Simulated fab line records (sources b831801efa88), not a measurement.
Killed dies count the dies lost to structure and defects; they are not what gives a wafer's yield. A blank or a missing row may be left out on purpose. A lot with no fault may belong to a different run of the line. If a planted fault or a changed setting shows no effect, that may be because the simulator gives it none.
Split-lot study    flow gf180mcu    5 lots, 23 wafers read, on a route of 602 steps

THE SPLIT ITSELF
At GF_MIM_CVD_05 (deposits Si3N4, target thk 42 nm, time 29.086 s), the setting timeS was moved away from the recipe's 29.086 s on 10 of the 23 wafers read, by -7.3% to +11.2%. All remaining wafers had this setting at the recipe value.

No step appears in the file between the split and the reading.

THE READING
MIM_CVD_05_THK in nanometres, read at GF_MIM_THK_MEAS_06. Fault-free wafers of this fab line usually give 41.9 nm, standard deviation 0.53 nm.

wafer   tool, chamber at the split  timeS as run, s  against the recipe  MIM_CVD_05_THK, nm  against lot-mates on the recipe
L074.1  pecvd-01, 1                 29.086           recipe              41.5                -
L074.3  pecvd-01, 0                 29.086           recipe              41.6                -
L074.4  pecvd-01, 1                 30.73            +5.7%               44.1                +2.6
L074.5  pecvd-01, 0                 30.73            +5.7%               44.0                +2.5
L074.6  pecvd-01, 2                 30.73            +5.7%               44.5                +3.0
L076.1  pecvd-03, 0                 29.086           recipe              41.8                -
L076.2  pecvd-03, 2                 29.086           recipe              41.7                -
L076.4  pecvd-03, 2                 26.96            -7.3%               40.0                -2.0
L076.5  pecvd-03, 0                 29.086           recipe              42.5                -
L076.6  pecvd-03, 1                 26.96            -7.3%               39.7                -2.3
L077.1  pecvd-04, 0                 29.086           recipe              42.1                -
L077.2  pecvd-04, 1                 29.086           recipe              42.0                -
L077.3  pecvd-04, 2                 29.086           recipe              42.6                -
L077.4  pecvd-04, 1                 31.58            +8.6%               46.2                +4.0
L077.5  pecvd-04, 0                 31.58            +8.6%               46.4                +4.2
L079.1  pecvd-04, 1                 29.086           recipe              41.5                -
L079.2  pecvd-04, 2                 29.086           recipe              41.7                -
L079.5  pecvd-04, 2                 29.086           recipe              42.9                -
L082.1  pecvd-01, 0                 32.33            +11.2%              45.9                +3.4
L082.2  pecvd-01, 2                 32.33            +11.2%              46.3                +3.8
L082.4  pecvd-01, 0                 32.33            +11.2%              46.3                +3.8
L082.5  pecvd-01, 2                 29.086           recipe              42.4                -
L082.6  pecvd-01, 1                 29.086           recipe              42.6                -

THE FIT
A straight line over all 23 wafers: MIM_CVD_05_THK changes by +0.376 nm for each +1% of timeS; r = +0.97; the points scatter about the line by 0.5 nm.
The same after taking each lot's own level away (the mean of its wafers on the recipe; 23 wafers): +0.36 nm for each +1%; r = +0.97; scatter 0.5 nm.
That fit puts the effect of the largest move of timeS on the reading at 4 nm.
Across the lots, their own levels run from 41.55 to 42.50 nm, a range of 1.8 times the standard deviation given above.
The two slopes are in agreement: the lot-to-lot level therefore moves the slope only a little.
Check: +4.34 nm against its lot-mates is what the line predicts for one of the wafers moved furthest among these (+11.2%) when that wafer is left out of the fit. It came out at +3.4 nm against them.

THE WHOLE CHAIN: every reading that the file lists as answering this split, in the file's order
step                what it does                                     reading                                                                     change (the file's fit)                r (the file's)
GF_MIM_CVD_05       deposits Si3N4, target thk 42 nm, time 29.086 s  Si3N4_of_MIM_CVD_05.thkNm (the simulator's own value, which no gauge read)  +0.376 nm for each +1% of the setting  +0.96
GF_MIM_THK_MEAS_06                                                   MIM_CVD_05_THK                                                              +0.378 for each +1% of the setting     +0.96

FILE'S OWN FIT
MIM_CVD_05_THK changes by +0.378 nm for each +1% of timeS, r = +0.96.
